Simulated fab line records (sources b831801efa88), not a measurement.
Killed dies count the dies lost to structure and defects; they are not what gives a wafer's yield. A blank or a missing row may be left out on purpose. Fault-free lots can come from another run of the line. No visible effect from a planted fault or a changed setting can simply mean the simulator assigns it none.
fab line records	flow sky130
record: lots: 24	wafers: 72	last-day: 50
route steps=708 shown METAL1@439 VIA1@472 METAL3@568 METAL4@601 CAP2M@607
lots with no fault: from the same line, run without faults
start-h: start of the lot's first displayed wafer, in hours after the record's first day	wait-h: hours from the lot's prior step to this one	" repeats the value in the row above	L1.1+2: a row that stands for several wafers	- no value, or no start given	* or withheld: withheld	< > ~ a bound
route shown NAME@n: names a module that has steps shown in the file, with the first one's number in the route	usual: the fault-free wafers' mean and standard deviation	same: alike in all rows	chamber/n: place in a boat	sites: per-site readings	_std_site: their standard deviation	_edge_site: mean of outer sites minus mean of inner sites	radius-mm: how far each site lies from the wafer's centre	mask NAME#n: copy n	behind: the most recent tool/chamber to have shaped the wafer	hold: reason for holding the lot/hours on hold/outcome of the hold	device: transistor that didn't switch, given as n, p or np	end of line: at the end of the route, the tests of the same wafers	where a step has no rows: the recipe by itself	killed: dies that structure and defects cost at the first sort, which is not the same as the wafer's yield	map: a wafer's dies, marking killed ones x, the rest . and places with no die _
set.NAME: setting as actually run; set.NAME@STEP: the setting as run at that earlier step	model.NAME: the simulator's own value behind a step, which no gauge read
the route's steps for a sample of lots (tables are steps, rows are wafers)
services: a tool's chamber out of use, with start hour (start-h, from the record's first day; less than 0 if before it), hours out, and reason
== steps ==
step: SKY_METAL1_RS_MEAS_05
recipe: thk-meas-gauge: four-point-probe	reads: TiN_of_METAL1_SPUTTER_04+Ti_of_METAL1_SPUTTER_03+AlCu_of_METAL1_SPUTTER_02+TiN_of_METAL1_SPUTTER_01+Ti_of_METAL1_SPUTTER_00
usual: METAL1_ALCU_RS: 0.1267/0.0013
lot.wafer	tool	chamber	start-h	wait-h	METAL1_ALCU_RS[ohm/sq]
L074.2	film-metro-01	-	734.66	0.0	0.1273
L074.5	"	-	"	"	0.1279
L074.6	"	-	"	"	0.1285
L075.2	film-metro-03	-	743.21	0.0	0.1274
L075.3	"	-	"	"	0.1277
L075.6	"	-	"	"	0.1271
L076.1	film-metro-04	-	775.04	0.0	0.1273
L076.3	"	-	"	"	0.1270
L076.6	"	-	"	"	0.1287
L077.2	film-metro-01	-	779.22	0.0	0.1272
L077.4	"	-	"	"	0.1269
L077.5	"	-	"	"	0.1278
L079.1	film-metro-01	-	779.88	0.0	0.1252
L079.2	"	-	"	"	0.1246
L079.4	"	-	"	"	0.1248
L080.1	film-metro-03	-	781.10	0.0	0.1277
L080.2	"	-	"	"	0.1280
L080.5	"	-	"	"	0.1290
L078.1	film-metro-04	-	781.90	0.0	0.1264
L078.2	"	-	"	"	0.1263
L078.4	"	-	"	"	0.1268
L081.1	film-metro-04	-	785.52	0.0	0.1249
L081.3	"	-	"	"	0.1254
L081.4	"	-	"	"	0.1261
L082.1	film-metro-04	-	797.06	0.0	0.1263
L082.5	"	-	"	"	0.1266
L082.6	"	-	"	"	0.1267
L083.2	film-metro-01	-	807.40	0.0	0.1268
L083.5	"	-	"	"	0.1275
L083.6	"	-	"	"	0.1265
L085.4	film-metro-01	-	819.33	0.1	0.1266
L085.5	"	-	"	"	0.1254
L085.6	"	-	"	"	0.1255
L084.1	film-metro-04	-	820.16	0.0	0.1262
L084.4	"	-	"	"	0.1265
L084.5	"	-	"	"	0.1258
L086.1	film-metro-04	-	831.94	0.0	0.1260
L086.3	"	-	"	"	0.1242
L086.4	"	-	"	"	0.1263
L089.2	film-metro-03	-	862.99	0.0	0.1273
L089.3	"	-	"	"	0.1270
L089.4	"	-	"	"	0.1270
L087.1	film-metro-01	-	863.89	0.0	0.1258
L087.3	"	-	"	"	0.1255
L087.4	"	-	"	"	0.1256
L088.3	film-metro-03	-	864.23	0.1	0.1264
L088.4	"	-	"	"	0.1262
L088.5	"	-	"	"	0.1261
L090.2	film-metro-04	-	867.03	0.0	0.1251
L090.3	"	-	"	"	0.1256
L090.4	"	-	"	"	0.1238
L091.4	film-metro-01	-	870.14	0.1	0.1285
L091.5	"	-	"	"	0.1283
L091.6	"	-	"	"	0.1286
L092.3	film-metro-04	-	873.95	0.1	0.1254
L092.4	"	-	"	"	0.1241
L092.6	"	-	"	"	0.1248
L093.3	film-metro-01	-	876.71	0.1	0.1273
L093.4	"	-	"	"	0.1277
L093.5	"	-	"	"	0.1274
L094.2	film-metro-04	-	886.82	0.0	0.1262
L094.3	"	-	"	"	0.1258
L094.6	"	-	"	"	0.1264
L095.2	film-metro-04	-	895.45	0.0	0.1290
L095.3	"	-	"	"	0.1279
L095.6	"	-	"	"	0.1294
L096.4	film-metro-04	-	899.13	0.1	0.1279
L096.5	"	-	"	"	0.1263
L096.6	"	-	"	"	0.1274
L097.1	film-metro-03	-	905.29	0.0	0.1263
L097.3	"	-	"	"	0.1267
L097.4	"	-	"	"	0.1256
step: SKY_VIA1_ETCH_14
recipe: chemistry: N2/H2	target: BARC	ion-energy-ev: 200	source-w: 500	bias-w: 100	pressure-mtorr: 30	n2-flow-sccm: 100	h2-flow-sccm: 200	stop-on: SiO2	time-s: 45.9	target-depth-a: 600
usual: drypump-motor-current-A: 5.8/0.37	oes-product-au: 0.854/0.0047	throttle-valve-pct: 13.224/0.009
lot.wafer	tool	chamber	start-h	wait-h	drypump-motor-current-A	oes-product-au	rf-hours-counter-h	throttle-valve-pct
L074.2	rie-diel-01	3	790.32	0.0	6.1	0.856	34	13.225
L074.5	"	1	"	"	5.4	0.858	-	13.222
L074.6	"	2	"	"	5.9	0.865	-	13.211
L075.2	rie-diel-04	2	798.05	0.0	5.8	0.868	27	13.215
L075.3	"	0	"	"	5.1	0.850	15	13.216
L075.6	"	1	"	"	5.9	0.853	-	13.231
L076.1	rie-diel-02	0	830.66	0.0	5.8	0.848	9	13.224
L076.3	"	3	"	"	5.9	0.857	9	13.223
L076.6	"	2	"	"	5.5	0.849	-	13.237
L077.2	rie-diel-01	0	833.46	0.0	5.7	0.849	13	13.224
L077.4	"	0	"	"	5.7	0.855	-	13.216
L077.5	"	2	"	"	5.9	0.861	-	13.223
L079.1	rie-diel-04	3	835.64	0.0	6.5	0.854	9	13.227
L079.2	"	1	"	"	5.9	0.863	19	13.232
L079.4	"	3	"	"	6.5	0.857	-	13.230
L078.1	rie-diel-02	1	835.99	0.0	6.1	0.853	16	13.217
L078.2	"	2	"	"	5.4	0.851	19	13.219
L078.4	"	0	"	"	5.8	0.858	9	13.238
L080.1	rie-diel-01	1	837.25	0.0	5.4	0.862	15	13.223
L080.2	"	0	"	"	5.7	0.854	13	13.205
L080.5	"	2	"	"	5.9	0.857	-	13.221
L081.1	rie-diel-02	0	841.60	0.0	5.8	0.853	9	13.234
L081.3	"	2	"	"	5.4	0.851	19	13.223
L081.4	"	1	"	"	6.1	0.848	16	13.230
L082.1	rie-diel-04	1	852.96	0.0	5.9	0.856	19	13.238
L082.5	"	3	"	"	6.5	0.859	-	13.217
L082.6	"	0	"	"	5.1	0.856	-	13.198
L083.2	rie-diel-02	1	861.22	0.0	6.1	0.859	16	13.220
L083.5	"	3	"	"	5.9	0.859	-	13.225
L083.6	"	0	"	"	5.8	0.850	-	13.234
L085.4	rie-diel-01	3	872.70	0.0	6.1	0.851	1	13.243
L085.5	"	1	"	"	5.4	0.857	-	13.228
L085.6	"	0	"	"	5.7	0.859	-	13.225
L084.1	rie-diel-04	2	873.96	0.0	5.8	0.849	0	13.223
L084.4	"	1	"	"	5.9	0.851	20	13.204
L084.5	"	2	"	"	5.8	0.860	-	13.221
L086.1	rie-diel-02	2	886.51	0.0	5.4	0.859	20	13.240
L086.3	"	3	"	"	5.8	0.852	11	13.212
L086.4	"	1	"	"	6.1	0.858	-	13.233
L089.2	rie-diel-02	1	915.86	0.0	6.1	0.853	19	13.226
L089.3	"	3	"	"	5.9	0.861	12	13.242
L089.4	"	0	"	"	5.8	0.853	12	13.218
L087.1	rie-diel-01	1	916.81	0.0	5.5	0.848	18	13.218
L087.3	"	2	"	"	6.0	0.850	0	13.228
L087.4	"	3	"	"	6.1	0.850	3	13.225
L088.3	rie-diel-02	3	917.25	0.0	5.8	0.847	12	13.226
L088.4	"	2	"	"	5.5	0.854	21	13.211
L088.5	"	3	"	"	5.8	0.857	-	13.232
L090.2	rie-diel-01	2	919.87	0.0	6.0	0.857	0	13.242
L090.3	"	3	"	"	6.1	0.843	3	13.205
L090.4	"	0	"	"	5.7	0.853	16	13.233
L091.4	rie-diel-04	0	921.92	0.0	5.1	0.858	-	13.221
L091.5	"	2	"	"	5.8	0.854	-	13.242
L091.6	"	3	"	"	6.5	0.859	-	13.232
L092.3	rie-diel-01	3	924.92	0.0	6.1	0.858	3	13.220
L092.4	"	2	"	"	5.9	0.861	0	13.217
L092.6	"	1	"	"	5.4	0.857	-	13.225
L093.3	rie-diel-01	1	926.45	0.0	5.4	0.850	18	13.221
L093.4	"	0	"	"	5.7	0.857	16	13.216
L093.5	"	1	"	"	5.4	0.857	-	13.237
L094.2	rie-diel-04	1	941.75	0.0	5.9	0.858	0	13.225
L094.3	"	2	"	"	5.8	0.860	2	13.230
L094.6	"	2	"	"	5.8	0.854	-	13.232
L095.2	rie-diel-04	0	946.60	0.0	5.1	0.853	18	13.229
L095.3	"	1	"	"	5.9	0.857	0	13.224
L095.6	"	2	"	"	5.8	0.860	-	13.224
L096.4	rie-diel-04	2	949.77	0.0	5.8	0.852	3	13.221
L096.5	"	3	"	"	6.5	0.848	-	13.237
L096.6	"	2	"	"	5.8	0.860	-	13.219
L097.1	rie-diel-04	1	953.55	0.0	5.9	0.858	1	13.229
L097.3	"	2	"	"	5.8	0.852	3	13.218
L097.4	"	3	"	"	6.4	0.855	12	13.222
step: SKY_METAL3_METAL_ETCH_18
recipe: target-depth-a: 8450	stop-on: SiO2	over-etch-frac: 0.3	time-s: 183.1	chemistry: Cl2/BCl3	resist-sidewall-deg: 88	pressure-mtorr: 10	icp-w: 900	bias-w: 48.5	Cl2_flow_sccm: 60	bcl3-flow-sccm: 30
usual: drypump-motor-current-A: 5.5/0.49	oes-product-au: 0.865/0.006	throttle-valve-pct: 22.264/0.0086
lot.wafer	tool	chamber	start-h	wait-h	drypump-motor-current-A	oes-product-au	rf-hours-counter-h	throttle-valve-pct
L074.2	rie-metal-01	0	901.32	0.0	5.1	0.876	3	22.274
L074.5	"	1	"	"	6.2	0.872	-	22.258
L074.6	"	0	"	"	5.1	0.863	-	22.269
L075.2	rie-metal-03	1	909.91	0.0	5.5	0.871	10	22.267
L075.3	"	1	"	"	5.5	0.868	-	22.256
L075.6	"	1	"	"	5.5	0.862	-	22.264
L076.1	rie-metal-01	1	937.87	0.0	6.2	0.866	10	22.265
L076.3	"	1	"	"	6.2	0.865	-	22.262
L076.6	"	1	"	"	6.2	0.864	-	22.270
L077.2	rie-metal-03	1	938.70	0.0	5.5	0.858	11	22.269
L077.4	"	1	"	"	5.5	0.865	-	22.266
L077.5	"	0	"	"	6.1	0.863	-	22.254
L079.1	rie-metal-01	1	942.41	0.0	6.2	0.861	10	22.266
L079.2	"	0	"	"	5.1	0.865	4	22.251
L079.4	"	0	"	"	5.1	0.860	-	22.250
L078.1	rie-metal-01	0	943.55	0.0	5.1	0.861	5	22.276
L078.2	"	1	"	"	6.2	0.870	10	22.271
L078.4	"	0	"	"	5.1	0.872	-	22.268
L080.1	rie-metal-04	1	943.84	0.0	4.9	0.861	13	22.261
L080.2	"	0	"	"	5.1	0.849	13	22.261
L080.5	"	1	"	"	5.0	0.858	-	22.283
L081.1	rie-metal-01	0	947.81	0.0	5.1	0.860	5	22.260
L081.3	"	1	"	"	6.2	0.872	-	22.260
L081.4	"	0	"	"	5.1	0.868	-	22.275
L082.1	rie-metal-01	1	966.71	0.0	6.2	0.874	11	22.283
L082.5	"	1	"	"	6.2	0.870	-	22.250
L082.6	"	0	"	"	5.1	0.868	-	22.257
L083.2	rie-metal-01	0	967.92	0.0	5.0	0.863	6	22.283
L083.5	"	0	"	"	5.0	0.865	-	22.267
L083.6	"	1	"	"	6.2	0.860	-	22.257
L085.4	rie-metal-04	1	976.89	0.1	4.9	0.857	-	22.271
L085.5	"	0	"	"	5.1	0.866	-	22.270
L085.6	"	1	"	"	5.0	0.866	-	22.265
L084.1	rie-metal-04	1	977.42	0.0	5.0	0.868	15	22.271
L084.4	"	0	"	"	5.1	0.862	-	22.271
L084.5	"	0	"	"	5.1	0.860	-	22.272
L086.1	rie-metal-04	1	991.82	0.0	5.0	0.867	15	22.267
L086.3	"	0	"	"	5.1	0.870	-	22.288
L086.4	"	1	"	"	4.9	0.853	-	22.260
L089.2	rie-metal-01	0	1018.19	0.0	5.1	0.872	8	22.269
L089.3	"	0	"	"	5.1	0.869	-	22.275
L089.4	"	1	"	"	6.2	0.868	-	22.259
L087.1	rie-metal-04	0	1019.65	0.0	5.1	0.863	17	22.270
L087.3	"	0	"	"	5.1	0.856	-	22.258
L087.4	"	1	"	"	4.9	0.854	-	22.267
L088.3	rie-metal-03	1	1019.98	0.1	5.5	0.860	-	22.262
L088.4	"	1	"	"	5.5	0.869	-	22.269
L088.5	"	1	"	"	5.5	0.863	-	22.269
L090.2	rie-metal-01	0	1020.21	0.0	5.1	0.856	8	22.263
L090.3	"	1	"	"	6.2	0.855	-	22.272
L090.4	"	0	"	"	5.1	0.853	-	22.279
L091.4	rie-metal-04	1	1021.62	0.1	5.0	0.860	-	22.241
L091.5	"	0	"	"	5.1	0.859	-	22.261
L091.6	"	1	"	"	4.9	0.877	-	22.263
L092.3	rie-metal-03	1	1024.59	0.1	5.5	0.859	-	22.262
L092.4	"	1	"	"	5.5	0.855	-	22.275
L092.6	"	1	"	"	5.5	0.858	-	22.276
L093.3	rie-metal-03	1	1025.57	0.1	5.5	0.869	-	22.264
L093.4	"	1	"	"	5.5	0.869	-	22.250
L093.5	"	1	"	"	5.5	0.864	-	22.257
L094.2	rie-metal-03	0	1038.85	0.0	6.1	0.863	13	22.273
L094.3	"	1	"	"	5.5	0.863	-	22.270
L094.6	"	1	"	"	5.5	0.861	-	22.266
L095.2	rie-metal-03	0	1044.35	0.0	6.2	0.872	13	22.264
L095.3	"	1	"	"	5.5	0.867	-	22.256
L095.6	"	1	"	"	5.5	0.864	-	22.262
L096.4	rie-metal-04	1	1048.71	0.1	4.9	0.873	-	22.275
L096.5	"	0	"	"	5.1	0.860	-	22.276
L096.6	"	1	"	"	4.9	0.868	-	22.254
L097.1	rie-metal-03	0	1050.66	0.0	6.2	0.869	14	22.253
L097.3	"	0	"	"	6.1	0.871	-	22.255
L097.4	"	1	"	"	5.5	0.867	-	22.260
step: SKY_METAL4_SPUTTER_03
recipe: material: Ti	target-thk-nm: 5	power-w: 3000	time-s: 3.3	chamber-pressure-pa: 0.4
usual: chamber-pressure-pa: 0.4001/0.0008	throttle-valve-pct: 30.4/0.9
lot.wafer	tool	chamber	start-h	wait-h	chamber-pressure-pa	throttle-valve-pct
L074.2	pvd-sputter-03	-	927.32	0.0	0.3991	30.7
L074.5	"	-	"	"	0.4008	30.4
L074.6	"	-	"	"	0.3984	30.3
L075.2	pvd-sputter-04	-	937.42	0.0	0.3990	30.2
L075.3	"	-	"	"	0.3989	29.2
L075.6	"	-	"	"	0.3990	29.2
L076.1	pvd-sputter-02	-	964.76	0.0	0.3994	31.9
L076.3	"	-	"	"	0.4005	29.6
L076.6	"	-	"	"	0.4003	30.5
L077.2	pvd-sputter-03	-	965.91	0.0	0.3997	30.4
L077.4	"	-	"	"	0.3998	32.4
L077.5	"	-	"	"	0.4013	30.4
L079.1	pvd-sputter-04	-	970.03	0.0	0.4010	29.0
L079.2	"	-	"	"	0.3995	29.4
L079.4	"	-	"	"	0.4002	30.2
L078.1	pvd-sputter-02	-	972.00	0.0	0.3999	31.7
L078.2	"	-	"	"	0.4010	31.2
L078.4	"	-	"	"	0.4009	30.7
L080.1	pvd-sputter-03	-	972.20	0.0	0.3991	29.9
L080.2	"	-	"	"	0.3998	32.5
L080.5	"	-	"	"	0.3993	29.9
L081.1	pvd-sputter-04	-	975.45	0.0	0.4011	29.1
L081.3	"	-	"	"	0.3990	29.5
L081.4	"	-	"	"	0.4007	29.5
L082.1	pvd-sputter-03	-	992.52	0.0	0.3993	30.3
L082.5	"	-	"	"	0.4003	30.5
L082.6	"	-	"	"	0.4010	32.0
L083.2	pvd-sputter-02	-	994.42	0.0	0.3993	32.0
L083.5	"	-	"	"	0.4011	31.6
L083.6	"	-	"	"	0.3999	29.4
L085.4	pvd-sputter-03	-	1003.10	0.0	0.3988	30.3
L085.5	"	-	"	"	0.4012	30.0
L085.6	"	-	"	"	0.3987	30.6
L084.1	pvd-sputter-03	-	1003.72	0.0	0.3998	30.5
L084.4	"	-	"	"	0.3992	30.8
L084.5	"	-	"	"	0.4008	30.8
L086.1	pvd-sputter-04	-	1017.37	0.0	0.4008	30.2
L086.3	"	-	"	"	0.4004	29.6
L086.4	"	-	"	"	0.3995	29.2
L089.2	pvd-sputter-03	-	1042.58	0.0	0.3998	29.9
L089.3	"	-	"	"	0.3993	30.6
L089.4	"	-	"	"	0.3998	32.1
L087.1	pvd-sputter-02	-	1045.97	0.0	0.3996	29.4
L087.3	"	-	"	"	0.3996	30.6
L087.4	"	-	"	"	0.4002	31.5
L088.3	pvd-sputter-03	-	1046.09	0.0	0.3999	29.9
L088.4	"	-	"	"	0.4004	30.3
L088.5	"	-	"	"	0.4004	29.9
L090.2	pvd-sputter-02	-	1046.27	0.0	0.4001	30.7
L090.3	"	-	"	"	0.4011	29.7
L090.4	"	-	"	"	0.4009	31.1
L091.4	pvd-sputter-03	-	1047.49	0.0	0.3999	30.2
L091.5	"	-	"	"	0.4016	30.3
L091.6	"	-	"	"	0.4005	32.3
L092.3	pvd-sputter-03	-	1050.46	0.0	0.3982	32.2
L092.4	"	-	"	"	0.3998	30.5
L092.6	"	-	"	"	0.4009	29.4
L093.3	pvd-sputter-03	-	1051.63	0.0	0.3995	32.3
L093.4	"	-	"	"	0.4003	30.4
L093.5	"	-	"	"	0.3983	29.9
L094.2	pvd-sputter-02	-	1062.99	0.0	0.3987	31.5
L094.3	"	-	"	"	0.3994	30.6
L094.6	"	-	"	"	0.4009	31.8
L095.2	pvd-sputter-04	-	1068.45	0.0	0.4007	29.8
L095.3	"	-	"	"	0.3998	29.1
L095.6	"	-	"	"	0.4005	29.5
L096.4	pvd-sputter-02	-	1072.32	0.0	0.3997	31.2
L096.5	"	-	"	"	0.4013	31.9
L096.6	"	-	"	"	0.3997	29.3
L097.1	pvd-sputter-02	-	1074.76	0.0	0.4010	31.4
L097.3	"	-	"	"	0.4004	31.3
L097.4	"	-	"	"	0.4010	29.5
step: SKY_CAP2M_THK_MEAS_04
recipe: thk-meas-gauge: xrf	reads: TiN_of_CAP2M_SPUTTER_02
usual: CAP2M_TIN_THK: 198.3/2.3
lot.wafer	tool	chamber	start-h	wait-h	CAP2M_TIN_THK[nm]
L074.2	film-metro-04	-	927.71	0.1	198.1
L074.5	"	-	"	"	197.6
L074.6	"	-	"	"	199.5
L075.2	film-metro-03	-	937.81	0.1	197.0
L075.3	"	-	"	"	196.5
L075.6	"	-	"	"	196.6
L076.1	film-metro-02	-	965.14	0.1	195.5
L076.3	"	-	"	"	195.4
L076.6	"	-	"	"	195.6
L077.2	film-metro-03	-	966.30	0.1	197.3
L077.4	"	-	"	"	197.8
L077.5	"	-	"	"	196.5
L079.1	film-metro-04	-	970.41	0.1	203.4
L079.2	"	-	"	"	202.1
L079.4	"	-	"	"	202.5
L078.1	film-metro-03	-	972.38	0.1	195.3
L078.2	"	-	"	"	196.5
L078.4	"	-	"	"	196.8
L080.1	film-metro-02	-	972.57	0.1	199.7
L080.2	"	-	"	"	199.8
L080.5	"	-	"	"	201.1
L081.1	film-metro-04	-	975.83	0.1	196.9
L081.3	"	-	"	"	197.6
L081.4	"	-	"	"	195.8
L082.1	film-metro-04	-	992.90	0.1	197.6
L082.5	"	-	"	"	197.4
L082.6	"	-	"	"	196.4
L083.2	film-metro-03	-	994.81	0.1	199.2
L083.5	"	-	"	"	200.4
L083.6	"	-	"	"	199.7
L085.4	film-metro-04	-	1003.55	0.1	199.7
L085.5	"	-	"	"	197.9
L085.6	"	-	"	"	198.9
L084.1	film-metro-02	-	1004.11	0.1	196.4
L084.4	"	-	"	"	195.8
L084.5	"	-	"	"	196.8
L086.1	film-metro-02	-	1017.75	0.1	201.1
L086.3	"	-	"	"	200.7
L086.4	"	-	"	"	201.6
L089.2	film-metro-02	-	1042.97	0.1	198.3
L089.3	"	-	"	"	198.1
L089.4	"	-	"	"	198.0
L087.1	film-metro-02	-	1046.35	0.1	199.6
L087.3	"	-	"	"	200.4
L087.4	"	-	"	"	200.3
L088.3	film-metro-04	-	1046.49	0.1	198.5
L088.4	"	-	"	"	196.8
L088.5	"	-	"	"	197.2
L090.2	film-metro-03	-	1046.66	0.1	200.0
L090.3	"	-	"	"	199.8
L090.4	"	-	"	"	199.3
L091.4	film-metro-04	-	1047.90	0.1	194.5
L091.5	"	-	"	"	196.1
L091.6	"	-	"	"	193.7
L092.3	film-metro-04	-	1050.86	0.1	199.0
L092.4	"	-	"	"	198.0
L092.6	"	-	"	"	198.8
L093.3	film-metro-04	-	1052.03	0.1	199.9
L093.4	"	-	"	"	199.0
L093.5	"	-	"	"	199.4
L094.2	film-metro-04	-	1063.38	0.1	195.2
L094.3	"	-	"	"	198.4
L094.6	"	-	"	"	196.0
L095.2	film-metro-04	-	1068.84	0.1	200.0
L095.3	"	-	"	"	198.6
L095.6	"	-	"	"	201.7
L096.4	film-metro-02	-	1072.73	0.1	200.1
L096.5	"	-	"	"	198.3
L096.6	"	-	"	"	198.6
L097.1	film-metro-04	-	1075.14	0.1	202.0
L097.3	"	-	"	"	199.4
L097.4	"	-	"	"	202.8
step: SKY_METAL4_ETCH_16
recipe: chemistry: N2/H2	target: BARC	ion-energy-ev: 200	bias-w: 100	pressure-mtorr: 30	n2-flow-sccm: 100	h2-flow-sccm: 200	icp-w: 500	stop-on: SiO2	time-s: 88.2	target-depth-a: 600
usual: drypump-motor-current-A: 5.6/0.47	oes-product-au: 0.626/0.0043	throttle-valve-pct: 13.206/0.0095
lot.wafer	tool	chamber	start-h	wait-h	drypump-motor-current-A	oes-product-au	rf-hours-counter-h	throttle-valve-pct
L074.2	rie-metal-02	1	977.26	0.0	6.2	0.618	16	13.209
L074.5	"	0	"	"	5.8	0.632	-	13.218
L074.6	"	1	"	"	6.1	0.633	-	13.192
L075.2	rie-metal-03	0	986.56	0.0	6.2	0.631	11	13.197
L075.3	"	1	"	"	5.5	0.613	-	13.223
L075.6	"	1	"	"	5.5	0.625	-	13.205
L076.1	rie-metal-03	0	1011.41	0.0	6.1	0.625	12	13.204
L076.3	"	1	"	"	5.5	0.627	-	13.202
L076.6	"	1	"	"	5.5	0.623	-	13.199
L077.2	rie-metal-02	0	1012.45	0.0	5.8	0.631	9	13.204
L077.4	"	1	"	"	6.1	0.634	-	13.209
L077.5	"	1	"	"	6.1	0.620	-	13.205
L079.1	rie-metal-04	0	1017.40	0.0	5.2	0.629	17	13.213
L079.2	"	1	"	"	5.0	0.616	16	13.205
L079.4	"	1	"	"	5.0	0.620	-	13.205
L078.1	rie-metal-02	1	1018.35	0.0	6.1	0.628	18	13.203
L078.2	"	0	"	"	5.8	0.628	9	13.200
L078.4	"	0	"	"	5.8	0.630	-	13.208
L080.1	rie-metal-04	1	1018.86	0.0	5.0	0.624	17	13.207
L080.2	"	0	"	"	5.2	0.623	17	13.214
L080.5	"	1	"	"	5.0	0.629	-	13.196
L081.1	rie-metal-04	1	1021.18	0.0	5.0	0.622	17	13.211
L081.3	"	0	"	"	5.2	0.632	-	13.207
L081.4	"	1	"	"	5.0	0.632	-	13.215
L082.1	rie-metal-02	1	1037.03	0.0	6.1	0.623	19	13.202
L082.5	"	1	"	"	6.1	0.630	-	13.208
L082.6	"	0	"	"	5.8	0.627	-	13.208
L083.2	rie-metal-04	0	1040.48	0.0	5.2	0.630	19	13.195
L083.5	"	1	"	"	5.0	0.624	-	13.203
L083.6	"	0	"	"	5.2	0.626	-	13.191
L085.4	rie-metal-04	0	1048.04	0.0	5.1	0.634	-	13.198
L085.5	"	1	"	"	5.0	0.629	-	13.191
L085.6	"	0	"	"	5.1	0.620	-	13.223
L084.1	rie-metal-03	0	1049.23	0.0	6.1	0.624	14	13.193
L084.4	"	1	"	"	5.5	0.632	-	13.186
L084.5	"	1	"	"	5.5	0.628	-	13.198
L086.1	rie-metal-03	0	1061.13	0.0	6.1	0.627	15	13.213
L086.3	"	0	"	"	6.2	0.631	-	13.213
L086.4	"	1	"	"	5.5	0.626	-	13.219
L089.2	rie-metal-02	1	1086.93	0.0	6.1	0.623	20	13.198
L089.3	"	1	"	"	6.1	0.621	-	13.200
L089.4	"	0	"	"	5.8	0.624	-	13.197
L087.1	rie-metal-04	0	1088.66	0.0	5.1	0.627	22	13.195
L087.3	"	0	"	"	5.2	0.631	-	13.207
L087.4	"	1	"	"	5.0	0.631	-	13.214
L088.3	rie-metal-03	1	1089.71	0.0	5.5	0.625	-	13.221
L088.4	"	0	"	"	6.2	0.626	-	13.208
L088.5	"	0	"	"	6.1	0.629	-	13.202
L090.2	rie-metal-03	0	1090.11	0.0	6.1	0.624	17	13.228
L090.3	"	1	"	"	5.5	0.625	-	13.212
L090.4	"	0	"	"	6.2	0.622	-	13.206
L091.4	rie-metal-03	1	1090.38	0.0	5.5	0.628	-	13.209
L091.5	"	0	"	"	6.2	0.628	-	13.206
L091.6	"	1	"	"	5.5	0.622	-	13.194
L092.3	rie-metal-03	0	1092.89	0.0	6.2	0.624	-	13.209
L092.4	"	1	"	"	5.5	0.630	-	13.216
L092.6	"	1	"	"	5.5	0.623	-	13.212
L093.3	rie-metal-02	1	1093.59	0.0	6.1	0.626	-	13.209
L093.4	"	0	"	"	5.8	0.630	-	13.209
L093.5	"	0	"	"	5.8	0.635	-	13.201
L094.2	rie-metal-04	1	1105.47	0.1	5.0	0.633	-	13.185
L094.3	"	1	"	"	5.0	0.625	-	13.203
L094.6	"	1	"	"	5.0	0.625	-	13.193
L095.2	rie-metal-04	0	1109.91	0.0	5.2	0.627	24	13.210
L095.3	"	0	"	"	5.1	0.624	-	13.219
L095.6	"	0	"	"	5.2	0.621	-	13.211
L096.4	rie-metal-03	0	1113.88	0.0	6.1	0.626	-	13.194
L096.5	"	1	"	"	5.5	0.625	-	13.209
L096.6	"	0	"	"	6.2	0.616	-	13.198
L097.1	rie-metal-04	1	1116.73	0.0	5.0	0.626	25	13.204
L097.3	"	0	"	"	5.1	0.627	-	13.210
L097.4	"	1	"	"	5.0	0.623	-	13.205
== services ==
tool	chamber	start-h	hours	kind
rie-metal-03	-	777.88	1.4	pm
rie-metal-03	-	783.93	2.8	pm
rie-metal-01	-	794.38	2.8	pm
rie-diel-04	3	805.82	22.8	repair
rie-diel-04	0	810.61	20.6	repair
rie-metal-04	0	812.80	5.4	repair
rie-metal-03	1	816.78	10.1	repair
rie-diel-04	-	829.56	4.3	pm
rie-metal-01	1	839.60	2.5	repair
rie-diel-04	2	851.18	3.6	repair
rie-metal-03	1	869.24	9.3	repair
rie-metal-04	-	873.23	0.8	repair
rie-metal-04	0	905.00	5.9	repair
rie-diel-04	1	916.11	4.3	repair
rie-diel-04	-	924.05	3.3	repair
rie-metal-03	-	928.86	1.6	repair
rie-metal-01	-	946.25	0.2	repair
rie-diel-04	1	968.21	3.4	repair
rie-metal-01	0	970.40	2.9	repair
rie-metal-01	0	1010.27	1.1	repair
rie-metal-03	0	1015.24	11.5	repair
rie-metal-04	0	1043.19	1.6	repair
rie-metal-04	-	1060.64	0.4	repair
rie-metal-04	0	1097.98	9.9	repair
== key ==
fault none
